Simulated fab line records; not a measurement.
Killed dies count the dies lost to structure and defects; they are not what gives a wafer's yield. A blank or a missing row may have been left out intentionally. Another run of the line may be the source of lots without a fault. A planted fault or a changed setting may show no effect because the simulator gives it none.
Which tool is to blame? :: flow sky130 :: 39 wafers from 13 lots sampled at 5 of the route's 708 steps

WHAT THE GAUGES SHOWED, per wafer
SKY_VIA4_BOW_MEAS_03.
lot: L282
measured: day 42 02:34
on: film_metro-04
VIA4_BOW (um): 74 61 60

lot: L283
measured: day 42 11:27
on: film_metro-02
VIA4_BOW (um): 82 73 66

lot: L284
measured: day 42 15:14
on: film_metro-02
VIA4_BOW (um): 69 88 79

lot: L286
measured: day 43 00:54
on: film_metro-02
VIA4_BOW (um): 77 72 61

lot: L287
measured: day 43 07:50
on: film_metro-02
VIA4_BOW (um): 93 89 79

lot: L288
measured: day 43 15:50
on: film_metro-02
VIA4_BOW (um): 91 88 79

lot: L289
measured: day 44 03:11
on: film_metro-02
VIA4_BOW (um): 77 68 64

lot: L290
measured: day 44 07:50
on: film_metro-01
VIA4_BOW (um): 74 82 82

lot: L291
measured: day 44 09:37
on: film_metro-04
VIA4_BOW (um): 92 83 80

lot: L292
measured: day 44 18:24
on: film_metro-01
VIA4_BOW (um): 78 86 84

lot: L293
measured: day 44 19:20
on: film_metro-01
VIA4_BOW (um): 93 98 89

lot: L302
measured: day 47 06:14
on: film_metro-02
VIA4_BOW (um): 74 74 78

lot: L304
measured: day 47 14:37
on: film_metro-04
VIA4_BOW (um): 81 83 88

SKY_VIA4_THK_MEAS_20: measures by xrf.
lot: L282
measured: day 43 02:46
on: film_metro-04
VIA4_W_THK (nm): 489 496 492

lot: L283
measured: day 43 11:34
on: film_metro-02
VIA4_W_THK (nm): 505 501 505

lot: L284
measured: day 43 15:02
on: film_metro-04
VIA4_W_THK (nm): 487 490 494

lot: L286
measured: day 43 23:29
on: film_metro-04
VIA4_W_THK (nm): 490 491 488

lot: L287
measured: day 44 07:29
on: film_metro-04
VIA4_W_THK (nm): 484 491 484

lot: L288
measured: day 44 15:19
on: film_metro-01
VIA4_W_THK (nm): 486 500 486

lot: L289
measured: day 45 01:49
on: film_metro-02
VIA4_W_THK (nm): 502 503 499

lot: L290
measured: day 45 05:59
on: film_metro-01
VIA4_W_THK (nm): 481 478 493

lot: L291
measured: day 45 08:28
on: film_metro-01
VIA4_W_THK (nm): 493 495 485

lot: L292
measured: day 45 15:58
on: film_metro-01
VIA4_W_THK (nm): 496 482 485

lot: L293
measured: day 45 17:36
on: film_metro-02
VIA4_W_THK (nm): 496 500 504

lot: L302
measured: day 48 03:01
on: film_metro-02
VIA4_W_THK (nm): 490 509 495

lot: L304
measured: day 48 10:59
on: film_metro-04
VIA4_W_THK (nm): 484 491 494

TOOL THAT RAN EACH LOT (tool first, then ch and the chambers of the sampled wafers, then the start)
lot: L282
SKY_METAL4_DESCUM_15: rie_metal-01 ch 0,1, day 42 00:44
SKY_VIA4_CMP_02: cmp-01 ch 0,1,2, day 42 02:16
SKY_VIA4_ETCH_12: rie_diel-04 ch 0,3, day 43 01:46

lot: L283
SKY_METAL4_DESCUM_15: rie_metal-04 ch 1, day 42 10:00
SKY_VIA4_CMP_02: cmp-02 ch 0,1,3, day 42 11:15
SKY_VIA4_ETCH_12: rie_diel-02 ch 0,2,3, day 43 10:31

lot: L284
SKY_METAL4_DESCUM_15: rie_metal-03 ch 0,1, day 42 13:44
SKY_VIA4_CMP_02: cmp-02 ch 2,3, day 42 14:53
SKY_VIA4_ETCH_12: rie_diel-02 ch 2,3, day 43 14:01

lot: L286
SKY_METAL4_DESCUM_15: rie_metal-01 ch 0,1, day 42 23:24
SKY_VIA4_CMP_02: cmp-02 ch 0,1,3, day 43 00:33
SKY_VIA4_ETCH_12: rie_diel-04 ch 0,1,2, day 43 22:29

lot: L287
SKY_METAL4_DESCUM_15: rie_metal-03 ch 0,1, day 43 06:17
SKY_VIA4_CMP_02: cmp-02 ch 0,3, day 43 07:30
SKY_VIA4_ETCH_12: rie_diel-04 ch 2,3, day 44 06:28

lot: L288
SKY_METAL4_DESCUM_15: rie_metal-03 ch 0,1, day 43 14:22
SKY_VIA4_CMP_02: cmp-02 ch 0,1,2, day 43 15:36
SKY_VIA4_ETCH_12: rie_diel-02 ch 0,1,2, day 44 14:17

lot: L289
SKY_METAL4_DESCUM_15: rie_metal-04 ch 0,1, day 44 01:43
SKY_VIA4_CMP_02: cmp-02 ch 0,1, day 44 02:52
SKY_VIA4_ETCH_12: rie_diel-04 ch 0,3, day 45 00:46

lot: L290
SKY_METAL4_DESCUM_15: rie_metal-01 ch 0,1, day 44 06:17
SKY_VIA4_CMP_02: cmp-01 ch 2,3, day 44 07:31
SKY_VIA4_ETCH_12: rie_diel-03 ch 0,2,3, day 45 04:58

lot: L291
SKY_METAL4_DESCUM_15: rie_metal-03 ch 0,1, day 44 07:50
SKY_VIA4_CMP_02: cmp-01 ch 0,2, day 44 09:19
SKY_VIA4_ETCH_12: rie_diel-03 ch 0,1, day 45 07:28

lot: L292
SKY_METAL4_DESCUM_15: rie_metal-03 ch 0,1, day 44 16:57
SKY_VIA4_CMP_02: cmp-01 ch 1,2,3, day 44 18:06
SKY_VIA4_ETCH_12: rie_diel-04 ch 0,1,3, day 45 14:56

lot: L293
SKY_METAL4_DESCUM_15: rie_metal-03 ch 0,1, day 44 17:53
SKY_VIA4_CMP_02: cmp-01 ch 0,1, day 44 19:02
SKY_VIA4_ETCH_12: rie_diel-03 ch 0,2,3, day 45 16:34

lot: L302
SKY_METAL4_DESCUM_15: rie_metal-04 ch 0,1, day 47 04:45
SKY_VIA4_CMP_02: cmp-02 ch 0,1,3, day 47 06:02
SKY_VIA4_ETCH_12: rie_diel-02 ch 0,3, day 48 02:01

lot: L304
SKY_METAL4_DESCUM_15: rie_metal-03 ch 0,1, day 47 12:56
SKY_VIA4_CMP_02: cmp-02 ch 0,2, day 47 14:16
SKY_VIA4_ETCH_12: rie_diel-03 ch 0,1,3, day 48 09:59
- SKY_METAL4_DESCUM_15: chemistry O2, time 8 s.
- SKY_VIA4_CMP_02: polishes SiO2.
- SKY_VIA4_ETCH_12: etches SiO2 in C4F8/O2/Ar, stops on TiN, target depth 580 nm.

AS READ BY THE TOOLS THEMSELVES (means over the sampled wafers that have a number; for cases with no such wafer, the mark the record gives instead)
SKY_METAL4_DESCUM_15.
lot: L282
tool: rie_metal-01
drypump_motor_current_A (A): 6.2
oes_product_au (a.u.): 0.989

lot: L283
tool: rie_metal-04
drypump_motor_current_A (A): 5.3
oes_product_au (a.u.): 0.994

lot: L284
tool: rie_metal-03
drypump_motor_current_A (A): 5.7
oes_product_au (a.u.): 0.999

lot: L286
tool: rie_metal-01
drypump_motor_current_A (A): 6.2
oes_product_au (a.u.): 0.981

lot: L287
tool: rie_metal-03
drypump_motor_current_A (A): 5.5
oes_product_au (a.u.): 1.003

lot: L288
tool: rie_metal-03
drypump_motor_current_A (A): 5.7
oes_product_au (a.u.): 0.998

lot: L289
tool: rie_metal-04
drypump_motor_current_A (A): 6.0
oes_product_au (a.u.): 1.007

lot: L290
tool: rie_metal-01
drypump_motor_current_A (A): 6.0
oes_product_au (a.u.): 0.988

lot: L291
tool: rie_metal-03
drypump_motor_current_A (A): 5.7
oes_product_au (a.u.): 1.002

lot: L292
tool: rie_metal-03
drypump_motor_current_A (A): 5.7
oes_product_au (a.u.): 1.000

lot: L293
tool: rie_metal-03
drypump_motor_current_A (A): 5.5
oes_product_au (a.u.): 1.003

lot: L302
tool: rie_metal-04
drypump_motor_current_A (A): 6.1
oes_product_au (a.u.): 1.007

lot: L304
tool: rie_metal-03
drypump_motor_current_A (A): 5.7
oes_product_au (a.u.): 1.005

SKY_VIA4_CMP_02.
lot: L282
tool: cmp-01
motor_current_A (A): 11.3

lot: L283
tool: cmp-02
motor_current_A (A): 10.7

lot: L284
tool: cmp-02
motor_current_A (A): 10.7

lot: L286
tool: cmp-02
motor_current_A (A): 10.9

lot: L287
tool: cmp-02
motor_current_A (A): 10.3

lot: L288
tool: cmp-02
motor_current_A (A): 11.1

lot: L289
tool: cmp-02
motor_current_A (A): 11.4

lot: L290
tool: cmp-01
motor_current_A (A): 11.4

lot: L291
tool: cmp-01
motor_current_A (A): 11.3

lot: L292
tool: cmp-01
motor_current_A (A): 11.7

lot: L293
tool: cmp-01
motor_current_A (A): 12.1

lot: L302
tool: cmp-02
motor_current_A (A): 10.6

lot: L304
tool: cmp-02
motor_current_A (A): 10.7

SKY_VIA4_ETCH_12.
lot: L282
tool: rie_diel-04
oes_product_au (a.u.): 0.924

lot: L283
tool: rie_diel-02
oes_product_au (a.u.): 0.927

lot: L284
tool: rie_diel-02
oes_product_au (a.u.): 0.921

lot: L286
tool: rie_diel-04
oes_product_au (a.u.): 0.924

lot: L287
tool: rie_diel-04
oes_product_au (a.u.): 0.927

lot: L288
tool: rie_diel-02
oes_product_au (a.u.): 0.925

lot: L289
tool: rie_diel-04
oes_product_au (a.u.): 0.927

lot: L290
tool: rie_diel-03
oes_product_au (a.u.): 0.927

lot: L291
tool: rie_diel-03
oes_product_au (a.u.): 0.931

lot: L292
tool: rie_diel-04
oes_product_au (a.u.): 0.926

lot: L293
tool: rie_diel-03
oes_product_au (a.u.): 0.958

lot: L302
tool: rie_diel-02
oes_product_au (a.u.): 0.926

lot: L304
tool: rie_diel-03
oes_product_au (a.u.): 0.925

THE ANSWER, worked out from the rows above alone
Rule: the lots themselves supply what counts as usual. Put in order of their means at a reading, lots are off if they are a third of the lots or fewer, leave a main group of 4 or more, and stand apart from it by a gap of 3 or more times the standard deviation of the main group's means; of several such gaps the widest counts. A main group is skipped when, at the precision printed for the reading in the tables above, its means are all equal. Also off: a lot with no number at a reading for which 4 or more lots have one. The other lots that the step has rows for count as sound. First the gauges in route order, then the tools' own readings, where a lot's mean is used as printed above. The first step at which some lot is off is used, and at that step the reading that is off furthest; a lot without a number counts as furthest.
Off: L293 (SKY_VIA4_ETCH_12, oes_product_au). Mean 0.926 a.u. and standard deviation 0.0023 in the main group.
A tool fits if, at that step or a process step before it, it ran every lot that is off, and no sound lot after the first of them. One fits: cmp-01 at SKY_VIA4_CMP_02. Its last sound lot is L292 (day 44 18:06), its first lot that is off L293 (day 44 19:02): a fault that began between those two fits.

WHAT THE SIMULATOR HAD PUT IN
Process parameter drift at SKY_VIA4_CMP_02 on cmp-01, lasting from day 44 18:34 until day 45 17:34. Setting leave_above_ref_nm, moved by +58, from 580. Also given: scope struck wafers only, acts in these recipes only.
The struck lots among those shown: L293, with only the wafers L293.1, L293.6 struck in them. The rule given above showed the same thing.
